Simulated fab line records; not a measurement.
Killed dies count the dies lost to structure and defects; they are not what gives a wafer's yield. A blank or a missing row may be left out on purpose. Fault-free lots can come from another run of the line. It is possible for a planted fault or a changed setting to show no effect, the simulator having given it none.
The tool behind it: which one?	flow gf180mcu	72 wafers from 24 lots sampled at 5 of the route's 602 steps

## WHAT THE GAUGES SHOWED, per wafer
GF_LVPWELL_OVL_MEAS_07. Usual: LVPWELL_OVL gives -0.3 nm (standard deviation 1.5).
lot	measured	on	LVPWELL_OVL (nm)	flag
L074	day 3 19:52	overlay-02	-0.7 -0.5 1.6	
L075	day 4 00:26	overlay-01	-0.3 0.4 -0.4	
L076	day 4 08:14	overlay-01	-1.3 -2.9 -1.9	
L077	day 4 13:35	overlay-01	-2.6 -0.8 -3.5	
L078	day 4 19:56	overlay-02	2.1 3.5 1.8	
L079	day 5 00:14	overlay-01	-1.0 -0.7 -0.1	
L080	day 5 05:56	overlay-01	-2.6 -0.3 1.1	
L081	day 5 10:52	overlay-02	-2.9 -0.3 -0.5	
L082	day 5 17:43	overlay-01	-2.5 -2.8 -1.1	
L083	day 5 22:22	overlay-01	-0.8 1.6 -0.1	
L084	day 6 04:10	overlay-02	-0.4 -0.5 -1.5	
L085	day 6 11:26	overlay-01	-0.7 0.9 -0.3	
L086	day 6 14:11	overlay-01	1.0 -0.6 -1.0	
L087	day 7 02:08	overlay-01	1.0 -0.9 0.6	
L088	day 7 06:09	overlay-02	-2.4 -1.0 -2.1	
L089	day 7 11:02	overlay-01	0.8 1.3 1.2	
L090	day 7 16:17	overlay-02	0.5 -1.2 0.3	
L091	day 7 21:05	overlay-01	0.3 0.4 -1.8	
L092	day 8 02:11	overlay-02	-0.1 -0.3 0.7	
L093	day 8 08:46	overlay-02	-1.0 -2.7 0.2	
L094	day 8 10:56	overlay-02	2.4 3.0 1.5	
L095	day 8 15:56	overlay-02	-0.7 -1.5 -1.0	
L096	day 9 10:01	overlay-01	0.1 1.2 -0.7	
L097	day 9 10:58	overlay-02	0.4 2.2 0.8	

GF_LVPWELL_TW_MEAS_11. Usual: LVPWELL_TW gives 561 (standard deviation 4.4).
lot	measured	on	LVPWELL_TW	flag
L074	day 3 20:19	film metro-01	562 562 563	
L075	day 4 00:53	film metro-02	556 556 559	
L076	day 4 08:40	film metro-01	564 561 564	
L077	day 4 14:01	film metro-04	554 554 554	
L078	day 4 20:22	film metro-01	562 565 562	
L079	day 5 00:41	film metro-01	565 566 564	
L080	day 5 06:22	film metro-01	566 564 567	
L081	day 5 11:19	film metro-02	558 558 560	
L082	day 5 18:10	film metro-01	563 560 563	
L083	day 5 22:49	film metro-01	570 566 567	
L084	day 6 04:37	film metro-04	558 554 559	
L085	day 6 11:52	film metro-02	560 560 560	
L086	day 6 14:38	film metro-04	556 556 557	
L087	day 7 02:34	film metro-01	571 568 569	
L088	day 7 06:35	film metro-04	559 558 558	
L089	day 7 11:28	film metro-02	560 561 561	
L090	day 7 16:44	film metro-01	572 569 567	
L091	day 7 21:32	film metro-04	559 561 558	
L092	day 8 02:37	film metro-04	558 558 557	
L093	day 8 09:13	film metro-04	558 554 553	
L094	day 8 11:23	film metro-01	563 564 557	
L095	day 8 16:23	film metro-01	558 560 560	
L096	day 9 10:28	film metro-04	553 557 558	
L097	day 9 11:25	film metro-01	562 563 563	

GF_VT_IMPLANT_OVL_MEAS_29. Usual: VT_IMPLANT_02_OVL gives 0.3 nm (standard deviation 1.1).
lot	measured	on	VT_IMPLANT_02_OVL (nm)	flag
L074	day 6 19:56	overlay-01	-1.3 -0.1 -1.2	
L075	day 7 00:14	overlay-01	0.2 0.6 1.4	
L076	day 7 09:26	overlay-01	-1.1 -1.7 -1.5	
L077	day 7 15:35	overlay-02	-0.8 1.0 0.2	
L078	day 7 21:59	overlay-01	1.4 2.0 1.8	
L079	day 8 03:41	overlay-02	-1.2 -0.6 -1.8	
L080	day 8 11:44	overlay-02	0.8 3.2 1.5	
L081	day 8 15:35	overlay-02	0.5 0.0 0.0	
L082	day 8 23:23	overlay-02	2.3 1.4 0.4	
L083	day 9 05:26	overlay-02	-1.2 -0.7 0.9	
L084	day 9 12:08	overlay-02	-0.9 -1.3 -0.4	
L085	day 9 20:23	overlay-01	-1.1 -1.3 0.6	
L086	day 9 22:51	overlay-01	-1.0 1.4 1.8	
L087	day 10 12:35	overlay-01	-1.1 -0.3 -0.1	
L088	day 10 17:11	overlay-01	-0.7 0.0 -1.1	
L089	day 11 00:41	overlay-02	0.2 1.0 1.1	
L090	day 11 05:53	overlay-02	-0.7 0.4 0.8	
L091	day 11 10:45	overlay-02	0.5 1.9 -0.2	
L092	day 11 18:44	overlay-02	1.0 0.4 0.2	
L093	day 12 00:35	overlay-01	0.5 0.3 1.5	
L094	day 12 05:20	overlay-01	0.3 0.6 0.4	
L095	day 12 09:26	overlay-01	-0.3 0.6 2.1	
L096	day 13 07:41	overlay-01	1.3 0.3 0.2	
L097	day 13 09:44	overlay-02	1.4 2.1 1.1	

GF_CONTACT_RS_MEAS_25: measurement is done with a four-point probe. Usual: CONTACT_W_RS gives 0.380 ohm/sq (standard deviation 0.0054).
lot	measured	on	CONTACT_W_RS (ohm/sq)	flag
L074	day 16 05:23	film metro-01	0.376 0.386 0.374	
L075	day 16 06:48	film metro-01	0.382 0.386 0.376	
L076	day 16 16:14	film metro-04	0.375 0.387 0.371	
L077	day 17 07:57	film metro-01	0.365 0.378 0.381	
L078	day 17 09:59	film metro-04	0.377 0.390 0.378	
L079	day 17 17:34	film metro-01	0.388 0.377 0.386	
L080	day 18 08:22	film metro-01	0.373 0.384 0.382	
L081	day 18 11:07	film metro-02	0.374 0.383 0.372	
L082	day 18 20:21	film metro-02	0.377 0.373 0.377	
L083	day 19 03:42	film metro-01	0.375 0.376 0.380	
L084	day 19 15:20	film metro-04	0.386 0.383 0.383	
L085	day 20 02:44	film metro-02	0.386 0.380 0.375	
L086	day 20 06:23	film metro-01	0.382 0.377 0.384	
L087	day 21 05:31	film metro-02	0.377 0.387 0.373	
L088	day 21 10:09	film metro-02	0.381 0.381 0.383	
L089	day 21 18:36	film metro-01	0.386 0.382 0.376	
L090	day 22 03:40	film metro-02	0.379 0.374 0.377	
L091	day 22 07:17	film metro-02	0.374 0.381 0.379	
L092	day 22 17:21	film metro-02	0.383 0.383 0.382	
L093	day 23 07:23	film metro-02	0.370 0.381 0.372	
L094	day 23 07:44	film metro-02	0.385 0.380 0.382	
L095	day 23 13:13	film metro-01	0.385 0.378 0.384	
L096	day 24 10:00	film metro-04	0.383 0.389 0.388	
L097	day 24 13:32	film metro-01	0.382 0.374 0.372	

## EACH LOT AND THE TOOL THAT RAN IT (in order: tool; ch and the chambers of the sampled wafers; start)
lot	GF_HV_LDD_STRIP_22
L074	plasma asher-01 ch 0, day 10 22:14
L075	plasma asher-02 ch 0,1, day 10 22:32
L076	plasma asher-03 ch 0,1, day 11 06:29
L077	plasma asher-01 ch 0,1, day 11 19:05
L078	plasma asher-03 ch 0,1, day 11 22:53
L079	plasma asher-02 ch 0,1, day 12 03:35
L080	plasma asher-02 ch 0,1, day 12 16:11
L081	plasma asher-01 ch 0,1, day 12 19:02
L082	plasma asher-01 ch 0,1, day 13 02:26
L083	plasma asher-03 ch 0,1, day 13 09:35
L084	plasma asher-01 ch 0,1, day 13 17:34
L085	plasma asher-01 ch 0,1, day 14 03:55
L086	plasma asher-03 ch 0,1, day 14 06:49
L087	plasma asher-02 ch 0,1, day 15 02:38
L088	plasma asher-03 ch 0,1, day 15 08:25
L089	plasma asher-01 ch 0,1, day 15 16:59
L090	plasma asher-01 ch 0,1, day 15 23:31
L091	plasma asher-02 ch 0,1, day 16 04:13
L092	plasma asher-01 ch 0,1, day 16 14:05
L093	plasma asher-01 ch 0,1, day 17 00:37
L094	plasma asher-02 ch 0,1, day 17 02:16
L095	plasma asher-02 ch 0,1, day 17 09:02
L096	plasma asher-01 ch 0,1, day 18 05:46
L097	plasma asher-01 ch 0,1, day 18 09:29
- GF_HV_LDD_STRIP_22: strips in O2/N2.

## WHAT THE TOOLS THEMSELVES READ (means of the sampled wafers that have a number; where no wafer has one, the mark that the record gives instead)
GF_HV_LDD_STRIP_22. Usual: drypump motor current A 5.74 A, standard deviation 0.11; heater power w 336 W, standard deviation 40; oes product au 0.716 a.u., standard deviation 0.0047; strip time to endpoint s 12.652 s, standard deviation 0.029.
lot	tool	drypump motor current A (A)	heater power w (W)	oes product au (a.u.)	strip time to endpoint s (s)	flag
L074	plasma asher-01	5.75	356	0.724	12.686	
L075	plasma asher-02	5.73	352	0.718	12.637	
L076	plasma asher-03	5.69	359	0.714	12.612	
L077	plasma asher-01	5.81	312	0.715	12.677	
L078	plasma asher-03	5.69	363	0.716	12.646	
L079	plasma asher-02	5.72	353	0.713	12.641	
L080	plasma asher-02	5.63	326	0.717	12.639	
L081	plasma asher-01	5.78	325	0.720	12.611	
L082	plasma asher-01	5.82	311	0.717	12.647	
L083	plasma asher-03	5.67	380	0.713	12.673	
L084	plasma asher-01	5.84	311	0.720	12.650	
L085	plasma asher-01	5.80	337	0.719	12.619	
L086	plasma asher-03	5.68	362	0.712	12.642	
L087	plasma asher-02	5.60	329	0.722	12.662	
L088	plasma asher-03	5.69	377	0.717	12.687	
L089	plasma asher-01	5.79	333	0.716	12.651	
L090	plasma asher-01	5.80	336	0.715	12.633	
L091	plasma asher-02	5.74	351	0.713	12.646	
L092	plasma asher-01	5.79	327	0.718	12.690	
L093	plasma asher-01	5.82	310	0.713	12.662	
L094	plasma asher-02	5.73	350	0.720	12.680	
L095	plasma asher-02	5.63	328	0.715	12.643	
L096	plasma asher-01	5.84	305	0.720	12.603	
L097	plasma asher-01	5.78	334	0.717	12.640	

## THE ANSWER, worked out from the rows above alone
Rule: a lot is off if the mean of its wafers that have a number lies more than 3 standard deviations from the usual mean. Also off: a lot with no number at a reading for which 4 or more lots have one. Where the step has rows for the other lots, those lots are counted as sound. First the gauges in route order, then the tools' own readings, where a lot's mean is used as printed above. The first step at which some lot is off is used, and at that step the reading that is off furthest; a lot without a number counts as furthest.
No lot is off on any of the readings shown, so nothing can be concluded from this.

## WHAT HAD BEEN PUT IN BY THE SIMULATOR
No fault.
